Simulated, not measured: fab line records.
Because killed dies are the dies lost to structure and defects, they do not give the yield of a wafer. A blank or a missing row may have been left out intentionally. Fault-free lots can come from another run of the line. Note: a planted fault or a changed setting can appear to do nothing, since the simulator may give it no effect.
Split-lot study / flow gf180mcu / 23 wafers read across 5 lots, on a route 602 steps long

## ABOUT THE SPLIT
At GF_TOP_METAL_EXPOSE_11 (exposes mask MetalTop, target cd 440 nm), the setting dose-mj was moved away from the recipe's 170 on 9 of the 23 wafers read, by -5.1% to +6.6%. For the rest of the wafers, this setting stayed at what the recipe calls for.

## FROM THE SPLIT TO THE READING: what the file shows between them, 2 steps
- GF_TOP_METAL_PEB_12
- GF_TOP_METAL_DEVELOP_13: develop time 60 s

## THE READING
Shown in nm: cd-nm at GF_TOP_METAL_CD_MEAS_14, with target cd 440 nm. On this fab line, fault-free wafers typically give 441.3 nm with a standard deviation of 2.1 nm.

wafer=L080.1; tool, chamber at the split=iline-stepper-01, 0; dose-mj as run=161.3; against the recipe=-5.1%; cd-nm, nm=458.4; against lot-mates on the recipe=+17.1
wafer=L080.2; tool, chamber at the split=iline-stepper-01, 0; dose-mj as run=170; against the recipe=recipe; cd-nm, nm=441.4; against lot-mates on the recipe=-
wafer=L080.3; tool, chamber at the split=iline-stepper-01, 0; dose-mj as run=161.3; against the recipe=-5.1%; cd-nm, nm=455.6; against lot-mates on the recipe=+14.3
wafer=L080.5; tool, chamber at the split=iline-stepper-01, 0; dose-mj as run=170; against the recipe=recipe; cd-nm, nm=440.9; against lot-mates on the recipe=-
wafer=L080.6; tool, chamber at the split=iline-stepper-01, 0; dose-mj as run=170; against the recipe=recipe; cd-nm, nm=441.5; against lot-mates on the recipe=-
wafer=L082.1; tool, chamber at the split=iline-stepper-02, 0; dose-mj as run=170; against the recipe=recipe; cd-nm, nm=440.2; against lot-mates on the recipe=-
wafer=L082.3; tool, chamber at the split=iline-stepper-02, 0; dose-mj as run=170; against the recipe=recipe; cd-nm, nm=440.5; against lot-mates on the recipe=-
wafer=L082.4; tool, chamber at the split=iline-stepper-02, 0; dose-mj as run=181.2; against the recipe=+6.6%; cd-nm, nm=424.7; against lot-mates on the recipe=-15.9
wafer=L082.5; tool, chamber at the split=iline-stepper-02, 0; dose-mj as run=181.2; against the recipe=+6.6%; cd-nm, nm=424.2; against lot-mates on the recipe=-16.4
wafer=L082.6; tool, chamber at the split=iline-stepper-02, 0; dose-mj as run=170; against the recipe=recipe; cd-nm, nm=441.2; against lot-mates on the recipe=-
wafer=L083.2; tool, chamber at the split=iline-stepper-02, 0; dose-mj as run=170; against the recipe=recipe; cd-nm, nm=440.9; against lot-mates on the recipe=-
wafer=L083.3; tool, chamber at the split=iline-stepper-02, 0; dose-mj as run=165.1; against the recipe=-2.9%; cd-nm, nm=448.5; against lot-mates on the recipe=+7.8
wafer=L083.4; tool, chamber at the split=iline-stepper-02, 0; dose-mj as run=165.1; against the recipe=-2.9%; cd-nm, nm=446.6; against lot-mates on the recipe=+5.9
wafer=L083.5; tool, chamber at the split=iline-stepper-02, 0; dose-mj as run=170; against the recipe=recipe; cd-nm, nm=440.5; against lot-mates on the recipe=-
wafer=L083.6; tool, chamber at the split=iline-stepper-02, 0; dose-mj as run=165.1; against the recipe=-2.9%; cd-nm, nm=447.1; against lot-mates on the recipe=+6.4
wafer=L084.3; tool, chamber at the split=iline-stepper-02, 0; dose-mj as run=170; against the recipe=recipe; cd-nm, nm=440.5; against lot-mates on the recipe=-
wafer=L084.4; tool, chamber at the split=iline-stepper-02, 0; dose-mj as run=170; against the recipe=recipe; cd-nm, nm=443.6; against lot-mates on the recipe=-
wafer=L084.6; tool, chamber at the split=iline-stepper-02, 0; dose-mj as run=170; against the recipe=recipe; cd-nm, nm=440.8; against lot-mates on the recipe=-
wafer=L085.2; tool, chamber at the split=iline-stepper-01, 0; dose-mj as run=170; against the recipe=recipe; cd-nm, nm=443.3; against lot-mates on the recipe=-
wafer=L085.3; tool, chamber at the split=iline-stepper-01, 0; dose-mj as run=170; against the recipe=recipe; cd-nm, nm=443.5; against lot-mates on the recipe=-
wafer=L085.4; tool, chamber at the split=iline-stepper-01, 0; dose-mj as run=180.6; against the recipe=+6.2%; cd-nm, nm=427.1; against lot-mates on the recipe=-16.5
wafer=L085.5; tool, chamber at the split=iline-stepper-01, 0; dose-mj as run=180.6; against the recipe=+6.2%; cd-nm, nm=424.8; against lot-mates on the recipe=-18.8
wafer=L085.6; tool, chamber at the split=iline-stepper-01, 0; dose-mj as run=170; against the recipe=recipe; cd-nm, nm=444.0; against lot-mates on the recipe=-

FIT RESULTS
A straight line over all 23 wafers: cd-nm changes by -2.6 nm for each +1% of dose-mj; r = -0.98; the points scatter about the line by 1.5 nm.
The same after taking each lot's own level away (the mean of its wafers on the recipe; 23 wafers): -2.7 nm for each +1%; r = -0.99; scatter 1.2 nm.
Per that fit: largest dose-mj move, reading shift of 18 nm.
Measured against the standard deviation above, the lots' own levels, which go from 440.63 to 443.60 nm, span 1.4 times it.
The two slopes are in agreement: the lot-to-lot level therefore moves the slope only a little.
Check: with one of the wafers moved furthest among these (+6.6%) left out of the fit, the line predicts -18.2 nm for it against its lot-mates. It came out at -15.9 nm against them.

## ADDITIONAL SPLITS CARRIED BY THESE WAFERS
Before the reading, these wafers also passed through other splits. Each is held against what the fit with the lots' levels taken away leaves over:
other split on the same wafers=GF_TOP_METAL_SPUTTER_02 time-s; wafers away from the commonest value=9; r with cd-nm (lot level and that fit taken away)=+0.05

## THE WHOLE CHAIN: every reading that the file lists as answering this split, in the file's order
step=GF_TOP_METAL_CD_MEAS_14; what it does=target cd 440 nm; reading=cd-nm; change (the file's fit)=-2.71 nm for each +1% of the setting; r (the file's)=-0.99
step=GF_TOP_METAL_METAL_ETCH_16; what it does=etches the open film in Cl2/BCl3, stops on SiO2, target depth 1077.5 nm, time 179.6 s; reading=TOP_METAL.cd-nm (the simulator's own value, which no gauge read); change (the file's fit)=-2.79 nm for each +1% of the setting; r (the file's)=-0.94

## FILE'S OWN FIT
cd-nm changes by -2.71 nm for each +1% of dose-mj, r = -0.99.
